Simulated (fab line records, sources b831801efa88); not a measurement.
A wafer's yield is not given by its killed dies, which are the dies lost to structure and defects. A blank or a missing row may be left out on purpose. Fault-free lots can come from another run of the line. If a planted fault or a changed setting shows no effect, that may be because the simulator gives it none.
The tool behind it: which one? + flow gf180mcu + 41 wafers from 14 lots sampled at 4 of the route's 602 steps

WHAT THE GAUGES READ, wafer by wafer
GF_MIM_RS_MEAS_10: uses a four-point probe to measure.
| lot  | measured     | on           | MIM_ALCU_RS (ohm/sq) |
|------|--------------|--------------|----------------------|
| L323 | day 24 17:44 | filmMetro-02 | 0.1569 0.1574 0.1582 |
| L324 | day 25 05:20 | filmMetro-02 | 0.1581 0.1619 0.1621 |
| L325 | day 25 20:26 | filmMetro-01 | 0.1592 0.1627 0.1630 |
| L326 | day 26 08:47 | filmMetro-02 | 0.1640 0.1633 0.1602 |
| L327 | day 26 11:27 | filmMetro-03 | 0.1614 0.1597 0.1600 |
| L328 | day 26 14:40 | filmMetro-02 | 0.1574 0.1577 0.1584 |
| L331 | day 27 20:37 | filmMetro-01 | 0.1597 0.1607 0.1605 |
| L332 | day 28 03:45 | filmMetro-02 | 0.1623 0.1579 0.1618 |
| L333 | day 28 12:28 | filmMetro-01 | 0.1591 0.1621 0.1601 |
| L334 | day 28 16:34 | filmMetro-03 | 0.1612 0.1611 0.1607 |
| L336 | day 29 04:49 | filmMetro-02 | 0.1605 0.1581        |
| L337 | day 29 11:03 | filmMetro-01 | 0.1598 0.1594 0.1595 |
| L342 | day 30 19:22 | filmMetro-01 | 0.1588 0.1591 0.1605 |
| L343 | day 31 06:28 | filmMetro-02 | 0.1617 0.1609 0.1611 |

GF_M5_OVL_MEAS_08.
| lot  | measured     | on         | M5_OVL (nm) |
|------|--------------|------------|-------------|
| L323 | day 26 14:16 | overlay-02 | -5 -7 3     |
| L324 | day 27 00:57 | overlay-01 | -11 -5 -7   |
| L325 | day 27 15:45 | overlay-02 | -4 -6 -8    |
| L326 | day 28 03:52 | overlay-01 | 9 7 11      |
| L327 | day 28 06:36 | overlay-01 | -3 -5 0     |
| L328 | day 28 09:16 | overlay-02 | -6 -7 -4    |
| L331 | day 29 13:55 | overlay-01 | 2 3 -1      |
| L332 | day 29 20:10 | overlay-02 | -1 3 6      |
| L333 | day 30 04:06 | overlay-02 | -1 2 -3     |
| L334 | day 30 07:34 | overlay-01 | -11 -8 -12  |
| L336 | day 30 19:19 | overlay-02 | -1 0        |
| L337 | day 31 01:13 | overlay-01 | -8 -9 -12   |
| L342 | day 32 07:21 | overlay-01 | 0 -1 -3     |
| L343 | day 32 17:19 | overlay-01 | 0 4 -2      |

WHAT TOOL EACH LOT RAN ON (gives the tool, then ch and the chambers of the sampled wafers, and finally the start)
| lot  | GF_CONTACT_CMP_27             | GF_MIM_SPUTTER_07           |
|------|-------------------------------|-----------------------------|
| L323 | cmp-01 ch 0,1,2, day 16 05:58 | pvdSputter-02, day 24 17:36 |
| L324 | cmp-01 ch 0,1,3, day 16 18:19 | pvdSputter-02, day 25 05:14 |
| L325 | cmp-02 ch 0,2,3, day 17 11:35 | pvdSputter-04, day 25 20:20 |
| L326 | cmp-02 ch 0,1,2, day 18 01:44 | pvdSputter-01, day 26 08:41 |
| L327 | cmp-01 ch 0,1,3, day 18 03:04 | pvdSputter-02, day 26 11:19 |
| L328 | cmp-01 ch 1,2, day 18 05:56   | pvdSputter-02, day 26 14:31 |
| L331 | cmp-01 ch 0,1, day 19 17:35   | pvdSputter-02, day 27 20:30 |
| L332 | cmp-02 ch 1,3, day 20 01:25   | pvdSputter-04, day 28 03:39 |
| L333 | cmp-02 ch 0,1,2, day 20 09:27 | pvdSputter-01, day 28 12:21 |
| L334 | cmp-02 ch 0,2,3, day 20 17:36 | pvdSputter-01, day 28 16:28 |
| L336 | cmp-02 ch 0, day 21 07:32     | pvdSputter-01, day 29 04:40 |
| L337 | cmp-02 ch 0,1, day 21 12:47   | pvdSputter-04, day 29 10:55 |
| L342 | cmp-01 ch 1,2, day 23 06:19   | pvdSputter-02, day 30 19:16 |
| L343 | cmp-01 ch 1,2,3, day 23 18:35 | pvdSputter-04, day 31 06:22 |
- GF_CONTACT_CMP_27: polishes, stops on SiO2, t overpolish 15 s, target thk 0 nm.
- GF_MIM_SPUTTER_07: material TiN, target thk 60 nm, time 50 s.

AS READ BY THE TOOLS THEMSELVES (means over the sampled wafers that have a number; for cases with no such wafer, the mark the record gives instead)
GF_CONTACT_CMP_27.
| lot  | tool   | motorCurrentA (A) | overpolishRunS (s) | timeToEndpointS (s) |
|------|--------|-------------------|--------------------|---------------------|
| L323 | cmp-01 | 9.8               | 15.000             | 78                  |
| L324 | cmp-01 | 10.0              | 15.002             | 75                  |
| L325 | cmp-02 | 10.8              | 15.004             | 74                  |
| L326 | cmp-02 | 11.0              | 15.009             | 69                  |
| L327 | cmp-01 | 10.4              | 15.005             | 68                  |
| L328 | cmp-01 | 9.9               | 15.000             | 73                  |
| L331 | cmp-01 | 10.2              | 15.004             | 73                  |
| L332 | cmp-02 | 10.1              | 14.997             | 74                  |
| L333 | cmp-02 | 11.2              | 15.001             | 71                  |
| L334 | cmp-02 | 10.9              | 14.996             | 73                  |
| L336 | cmp-02 | 11.9              | 15.003             | 80                  |
| L337 | cmp-02 | 11.4              | 15.014             | 78                  |
| L342 | cmp-01 | 9.9               | 15.003             | 71                  |
| L343 | cmp-01 | 10.2              | 15.003             | 72                  |

GF_MIM_SPUTTER_07.
| lot  | tool          | throttleValvePct (%) |
|------|---------------|----------------------|
| L323 | pvdSputter-02 | 30.8                 |
| L324 | pvdSputter-02 | 30.6                 |
| L325 | pvdSputter-04 | 30.0                 |
| L326 | pvdSputter-01 | 30.3                 |
| L327 | pvdSputter-02 | 30.2                 |
| L328 | pvdSputter-02 | 30.1                 |
| L331 | pvdSputter-02 | 30.8                 |
| L332 | pvdSputter-04 | 30.1                 |
| L333 | pvdSputter-01 | 31.1                 |
| L334 | pvdSputter-01 | 31.3                 |
| L336 | pvdSputter-01 | 30.2                 |
| L337 | pvdSputter-04 | 29.5                 |
| L342 | pvdSputter-02 | 29.9                 |
| L343 | pvdSputter-04 | 28.8                 |

THE ANSWER, worked out from the rows above alone
Rule: usual is defined by the lots themselves. The widest of any qualifying gaps counts: lots, ordered by their means at a reading, are off when they make up no more than a third of the lots, leave a main group of 4 or more, and stand apart from it by 3 or more times the standard deviation of that group's means. Not used: any main group whose means are identical at the precision the tables above print for the reading. A lot without any number at a reading at which 4 lots or more have one is off too. The other lots that the step has rows for count as sound. First the gauges in route order, then the tools' own readings, where a lot's mean is used as printed above. The first step at which some lot is off is used, and at that step the reading that is off furthest; a lot without a number counts as furthest.
Across all readings shown, no lot is off: no conclusion can be drawn from this.

WHAT THE SIMULATOR PUT IN
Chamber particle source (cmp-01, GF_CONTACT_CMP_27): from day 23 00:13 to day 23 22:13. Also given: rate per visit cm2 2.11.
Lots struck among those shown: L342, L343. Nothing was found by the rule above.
